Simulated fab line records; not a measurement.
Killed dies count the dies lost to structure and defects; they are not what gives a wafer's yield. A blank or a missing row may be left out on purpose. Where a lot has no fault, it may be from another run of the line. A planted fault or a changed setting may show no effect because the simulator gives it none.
Which tool is to blame? :: flow sky130 :: Sampling: 10 lots, 30 wafers, 6 of 708 route steps

WHAT EACH GAUGE READ, for each wafer
SKY_VT_ADJUST_LVTN_TW_MEAS_21.
lot: L920
measured: day 7 17:38
on: film_metro-03
VT_ADJUST_LVTN_2_TW: 188.8 189.8 189.3

lot: L921
measured: day 8 01:17
on: film_metro-03
VT_ADJUST_LVTN_2_TW: 189.0 189.9 189.3

lot: L926
measured: day 9 13:16
on: film_metro-04
VT_ADJUST_LVTN_2_TW: 29.7 29.7 29.7 29.8 29.7 29.6

lot: L933
measured: day 11 08:40
on: film_metro-04
VT_ADJUST_LVTN_2_TW: 186.7 187.2 186.6

lot: L936
measured: day 12 04:56
on: film_metro-04
VT_ADJUST_LVTN_2_TW: 188.2 188.5 186.5

lot: L937
measured: day 12 22:53
on: film_metro-03
VT_ADJUST_LVTN_2_TW: 188.8 189.3 187.2

lot: L939
measured: day 13 03:38
on: film_metro-03
VT_ADJUST_LVTN_2_TW: 189.3 189.6 190.0

lot: L940
measured: day 13 13:02
on: film_metro-04
VT_ADJUST_LVTN_2_TW: 185.6 184.7 184.9

lot: L941
measured: day 13 13:40
on: film_metro-01
VT_ADJUST_LVTN_2_TW: 193.4 193.3 192.5

lot: L942
measured: day 13 22:28
on: film_metro-01
VT_ADJUST_LVTN_2_TW: 192.2 191.7 193.3

SKY_SONOS_TUNNEL_CD_MEAS_07: target cd 410 nm.
lot: L920
measured: day 11 09:22
on: cd_sem-01
cd_nm (nm): 414.4 413.9 412.1

lot: L921
measured: day 11 18:22
on: cd_sem-02
cd_nm (nm): 408.9 408.2 407.8

lot: L933
measured: day 15 15:12
on: cd_sem-01
cd_nm (nm): 402.7 406.3 406.4

lot: L936
measured: day 16 13:42
on: cd_sem-02
cd_nm (nm): 415.1 415.2 413.4

lot: L937
measured: day 17 10:24
on: cd_sem-02
cd_nm (nm): 411.6 411.6 411.4

lot: L939
measured: day 17 17:47
on: cd_sem-02
cd_nm (nm): 410.9 408.9 410.4

lot: L940
measured: day 18 04:17
on: cd_sem-01
cd_nm (nm): 412.2 410.2 410.5

lot: L941
measured: day 18 04:29
on: cd_sem-01
cd_nm (nm): 405.9 406.0 407.9

lot: L942
measured: day 18 13:53
on: cd_sem-02
cd_nm (nm): 408.1 408.3 408.0

WHAT TOOL EACH LOT RAN ON (gives the tool, then ch and the chambers of the sampled wafers, and finally the start)
lot: L920
SKY_PWDE_STRIP_09: plasma_asher-04 ch 0,1, day 3 19:49
SKY_NWELL_RTA_28: rtp_anneal-02 ch 0, day 5 07:03
SKY_VT_ADJUST_LVTN_STRIP_09: plasma_asher-01 ch 0,1, day 6 20:43
SKY_VT_ADJUST_LVTN_STRIP_20: plasma_asher-01 ch 0,1, day 7 17:33

lot: L921
SKY_PWDE_STRIP_09: plasma_asher-02 ch 0,1, day 4 02:47
SKY_NWELL_RTA_28: rtp_anneal-01 ch 0, day 5 13:42
SKY_VT_ADJUST_LVTN_STRIP_09: plasma_asher-03 ch 0,1, day 7 04:58
SKY_VT_ADJUST_LVTN_STRIP_20: plasma_asher-03 ch 0,1, day 8 01:11

lot: L926
SKY_PWDE_STRIP_09: plasma_asher-04 ch 0,1, day 5 06:32
SKY_NWELL_RTA_28: rtp_anneal-02 ch 0, day 6 21:16
SKY_VT_ADJUST_LVTN_STRIP_09: plasma_asher-03 ch 1, day 8 14:56
SKY_VT_ADJUST_LVTN_STRIP_20: plasma_asher-01 ch 0,1, day 9 13:10

lot: L933
SKY_PWDE_STRIP_09: plasma_asher-03 ch 0,1, day 6 20:02
SKY_NWELL_RTA_28: rtp_anneal-02 ch 0, day 8 13:02
SKY_VT_ADJUST_LVTN_STRIP_09: plasma_asher-01 ch 0,1, day 10 08:47
SKY_VT_ADJUST_LVTN_STRIP_20: plasma_asher-03 ch 0,1, day 11 08:34

lot: L936
SKY_PWDE_STRIP_09: plasma_asher-04 ch 0,1, day 7 15:14
SKY_NWELL_RTA_28: rtp_anneal-01 ch 0, day 9 08:36
SKY_VT_ADJUST_LVTN_STRIP_09: plasma_asher-01 ch 0,1, day 11 05:23
SKY_VT_ADJUST_LVTN_STRIP_20: plasma_asher-04 ch 0,1, day 12 04:50

lot: L937
SKY_PWDE_STRIP_09: plasma_asher-03 ch 0,1, day 8 03:08
SKY_NWELL_RTA_28: rtp_anneal-01 ch 0, day 9 23:09
SKY_VT_ADJUST_LVTN_STRIP_09: plasma_asher-04 ch 0,1, day 11 22:26
SKY_VT_ADJUST_LVTN_STRIP_20: plasma_asher-03 ch 0,1, day 12 22:47

lot: L939
SKY_PWDE_STRIP_09: plasma_asher-02 ch 0,1, day 8 08:44
SKY_NWELL_RTA_28: rtp_anneal-02 ch 0, day 10 04:05
SKY_VT_ADJUST_LVTN_STRIP_09: plasma_asher-04 ch 0,1, day 12 02:28
SKY_VT_ADJUST_LVTN_STRIP_20: plasma_asher-01 ch 0,1, day 13 03:32

lot: L940
SKY_PWDE_STRIP_09: plasma_asher-02 ch 0,1, day 8 15:08
SKY_NWELL_RTA_28: rtp_anneal-01 ch 0, day 10 12:14
SKY_VT_ADJUST_LVTN_STRIP_09: plasma_asher-03 ch 0,1, day 12 11:49
SKY_VT_ADJUST_LVTN_STRIP_20: plasma_asher-04 ch 0,1, day 13 12:56

lot: L941
SKY_PWDE_STRIP_09: plasma_asher-03 ch 0, day 8 17:02
SKY_NWELL_RTA_28: rtp_anneal-02 ch 0, day 10 13:03
SKY_VT_ADJUST_LVTN_STRIP_09: plasma_asher-03 ch 0,1, day 12 13:08
SKY_VT_ADJUST_LVTN_STRIP_20: plasma_asher-03 ch 0,1, day 13 13:34

lot: L942
SKY_PWDE_STRIP_09: plasma_asher-04 ch 0,1, day 8 22:26
SKY_NWELL_RTA_28: rtp_anneal-02 ch 0, day 10 20:25
SKY_VT_ADJUST_LVTN_STRIP_09: plasma_asher-03 ch 0,1, day 12 20:44
SKY_VT_ADJUST_LVTN_STRIP_20: plasma_asher-03 ch 0,1, day 13 22:22
- SKY_PWDE_STRIP_09: strips in O2/N2.
- SKY_NWELL_RTA_28: time 30 s.
- SKY_VT_ADJUST_LVTN_STRIP_09: strips in O2/N2.
- SKY_VT_ADJUST_LVTN_STRIP_20: strips in O2/N2.

WHAT THE TOOLS THEMSELVES READ (means of the sampled wafers that have a number; where no wafer has one, the mark that the record gives instead)
SKY_PWDE_STRIP_09.
lot: L920
tool: plasma_asher-04
drypump_motor_current_A (A): 6.2
n2_flow_sccm (sccm): 301.1
oes_product_au (a.u.): 0.726
strip_time_to_endpoint_s (s): 37.11

lot: L921
tool: plasma_asher-02
drypump_motor_current_A (A): 5.7
n2_flow_sccm (sccm): 299.9
oes_product_au (a.u.): 0.723
strip_time_to_endpoint_s (s): 37.07

lot: L926
tool: plasma_asher-04
drypump_motor_current_A (A): 6.1
n2_flow_sccm (sccm): 299.6
oes_product_au (a.u.): 0.721
strip_time_to_endpoint_s (s): 37.04

lot: L933
tool: plasma_asher-03
drypump_motor_current_A (A): 5.7
n2_flow_sccm (sccm): 299.9
oes_product_au (a.u.): 0.724
strip_time_to_endpoint_s (s): 36.79

lot: L936
tool: plasma_asher-04
drypump_motor_current_A (A): 6.1
n2_flow_sccm (sccm): 299.8
oes_product_au (a.u.): 0.730
strip_time_to_endpoint_s (s): 37.08

lot: L937
tool: plasma_asher-03
drypump_motor_current_A (A): 5.7
n2_flow_sccm (sccm): 299.1
oes_product_au (a.u.): 0.720
strip_time_to_endpoint_s (s): 36.90

lot: L939
tool: plasma_asher-02
drypump_motor_current_A (A): 5.9
n2_flow_sccm (sccm): 299.8
oes_product_au (a.u.): 0.724
strip_time_to_endpoint_s (s): 36.95

lot: L940
tool: plasma_asher-02
drypump_motor_current_A (A): 5.7
n2_flow_sccm (sccm): 300.1
oes_product_au (a.u.): 0.724
strip_time_to_endpoint_s (s): 36.99

lot: L941
tool: plasma_asher-03
drypump_motor_current_A (A): 6.1
n2_flow_sccm (sccm): 298.1
oes_product_au (a.u.): 0.722
strip_time_to_endpoint_s (s): 36.80

lot: L942
tool: plasma_asher-04
drypump_motor_current_A (A): 6.2
n2_flow_sccm (sccm): 300.7
oes_product_au (a.u.): 0.724
strip_time_to_endpoint_s (s): 37.01

SKY_NWELL_RTA_28.
lot: L920
tool: rtp_anneal-02
lamp_power_pct (%): 25.33
wafer_temp_C_max: 1054.5

lot: L921
tool: rtp_anneal-01
lamp_power_pct (%): 25.30
wafer_temp_C_max: 1054.8

lot: L926
tool: rtp_anneal-02
lamp_power_pct (%): 25.28
wafer_temp_C_max: 1055.4

lot: L933
tool: rtp_anneal-02
lamp_power_pct (%): 25.29
wafer_temp_C_max: 1055.3

lot: L936
tool: rtp_anneal-01
lamp_power_pct (%): 25.27
wafer_temp_C_max: 1056.4

lot: L937
tool: rtp_anneal-01
lamp_power_pct (%): 25.33
wafer_temp_C_max: 1054.7

lot: L939
tool: rtp_anneal-02
lamp_power_pct (%): 25.27
wafer_temp_C_max: 1054.4

lot: L940
tool: rtp_anneal-01
lamp_power_pct (%): 25.35
wafer_temp_C_max: 1055.5

lot: L941
tool: rtp_anneal-02
lamp_power_pct (%): 25.27
wafer_temp_C_max: 1054.6

lot: L942
tool: rtp_anneal-02
lamp_power_pct (%): 25.27
wafer_temp_C_max: 1054.4

SKY_VT_ADJUST_LVTN_STRIP_09.
lot: L920
tool: plasma_asher-01
drypump_motor_current_A (A): 6.4
n2_flow_sccm (sccm): 300.6
oes_product_au (a.u.): 0.719
strip_time_to_endpoint_s (s): 36.75

lot: L921
tool: plasma_asher-03
drypump_motor_current_A (A): 5.7
n2_flow_sccm (sccm): 300.3
oes_product_au (a.u.): 0.722
strip_time_to_endpoint_s (s): 36.98

lot: L926
tool: plasma_asher-03
drypump_motor_current_A (A): 5.5
n2_flow_sccm (sccm): 300.1
oes_product_au (a.u.): 0.939
strip_time_to_endpoint_s (s): -

lot: L933
tool: plasma_asher-01
drypump_motor_current_A (A): 6.4
n2_flow_sccm (sccm): 300.1
oes_product_au (a.u.): 0.720
strip_time_to_endpoint_s (s): 36.67

lot: L936
tool: plasma_asher-01
drypump_motor_current_A (A): 6.4
n2_flow_sccm (sccm): 300.0
oes_product_au (a.u.): 0.721
strip_time_to_endpoint_s (s): 36.84

lot: L937
tool: plasma_asher-04
drypump_motor_current_A (A): 6.2
n2_flow_sccm (sccm): 299.4
oes_product_au (a.u.): 0.721
strip_time_to_endpoint_s (s): 37.11

lot: L939
tool: plasma_asher-04
drypump_motor_current_A (A): 6.1
n2_flow_sccm (sccm): 300.3
oes_product_au (a.u.): 0.720
strip_time_to_endpoint_s (s): 37.13

lot: L940
tool: plasma_asher-03
drypump_motor_current_A (A): 5.7
n2_flow_sccm (sccm): 300.3
oes_product_au (a.u.): 0.721
strip_time_to_endpoint_s (s): 36.95

lot: L941
tool: plasma_asher-03
drypump_motor_current_A (A): 5.9
n2_flow_sccm (sccm): 300.8
oes_product_au (a.u.): 0.723
strip_time_to_endpoint_s (s): 36.92

lot: L942
tool: plasma_asher-03
drypump_motor_current_A (A): 5.9
n2_flow_sccm (sccm): 300.5
oes_product_au (a.u.): 0.721
strip_time_to_endpoint_s (s): 36.86

SKY_VT_ADJUST_LVTN_STRIP_20.
lot: L920
tool: plasma_asher-01
drypump_motor_current_A (A): 6.3
n2_flow_sccm (sccm): 300.0
oes_product_au (a.u.): 0.713
strip_time_to_endpoint_s (s): 14.14

lot: L921
tool: plasma_asher-03
drypump_motor_current_A (A): 5.7
n2_flow_sccm (sccm): 299.3
oes_product_au (a.u.): 0.713
strip_time_to_endpoint_s (s): 14.24

lot: L926
tool: plasma_asher-01
drypump_motor_current_A (A): 6.0
n2_flow_sccm (sccm): 299.9
oes_product_au (a.u.): 0.720
strip_time_to_endpoint_s (s): 34.76

lot: L933
tool: plasma_asher-03
drypump_motor_current_A (A): 5.7
n2_flow_sccm (sccm): 300.2
oes_product_au (a.u.): 0.718
strip_time_to_endpoint_s (s): 14.17

lot: L936
tool: plasma_asher-04
drypump_motor_current_A (A): 6.1
n2_flow_sccm (sccm): 300.7
oes_product_au (a.u.): 0.717
strip_time_to_endpoint_s (s): 14.20

lot: L937
tool: plasma_asher-03
drypump_motor_current_A (A): 5.9
n2_flow_sccm (sccm): 301.1
oes_product_au (a.u.): 0.716
strip_time_to_endpoint_s (s): 14.12

lot: L939
tool: plasma_asher-01
drypump_motor_current_A (A): 6.0
n2_flow_sccm (sccm): 299.9
oes_product_au (a.u.): 0.714
strip_time_to_endpoint_s (s): 14.17

lot: L940
tool: plasma_asher-04
drypump_motor_current_A (A): 6.2
n2_flow_sccm (sccm): 300.4
oes_product_au (a.u.): 0.717
strip_time_to_endpoint_s (s): 14.21

lot: L941
tool: plasma_asher-03
drypump_motor_current_A (A): 5.7
n2_flow_sccm (sccm): 300.2
oes_product_au (a.u.): 0.717
strip_time_to_endpoint_s (s): 14.26

lot: L942
tool: plasma_asher-03
drypump_motor_current_A (A): 5.9
n2_flow_sccm (sccm): 299.0
oes_product_au (a.u.): 0.715
strip_time_to_endpoint_s (s): 14.23

THE ANSWER, worked out from the rows above alone
Rule: the usual values come from the lots themselves. Put in order of their means at a reading, lots are off if they are a third of the lots or fewer, leave a main group of 4 or more, and stand apart from it by a gap of 3 or more times the standard deviation of the main group's means; of several such gaps the widest counts. Not used: any main group whose means are identical at the precision the tables above print for the reading. Also off: a lot with no number at a reading for which 4 or more lots have one. The other lots that the step has rows for count as sound. First the gauges in route order, then the tools' own readings, where a lot's mean is used as printed above. At the first step where some lot is off, the reading lying furthest off is the one used; lots without a number count as furthest.
Off: L926, at SKY_VT_ADJUST_LVTN_TW_MEAS_21 (VT_ADJUST_LVTN_2_TW). Main group: mean 189.1, sd 2.4.
If a tool, at a process step before that reading, ran all the lots that are off and no sound lot after the first of them, it fits. The gauges at SKY_VT_ADJUST_LVTN_TW_MEAS_21 aren't tried: what is off there is off at SKY_VT_ADJUST_LVTN_STRIP_09 too, on other tools, and a gauge's error can't cause that. No candidate that was tried fits.

WHAT THE SIMULATOR HAD INSERTED
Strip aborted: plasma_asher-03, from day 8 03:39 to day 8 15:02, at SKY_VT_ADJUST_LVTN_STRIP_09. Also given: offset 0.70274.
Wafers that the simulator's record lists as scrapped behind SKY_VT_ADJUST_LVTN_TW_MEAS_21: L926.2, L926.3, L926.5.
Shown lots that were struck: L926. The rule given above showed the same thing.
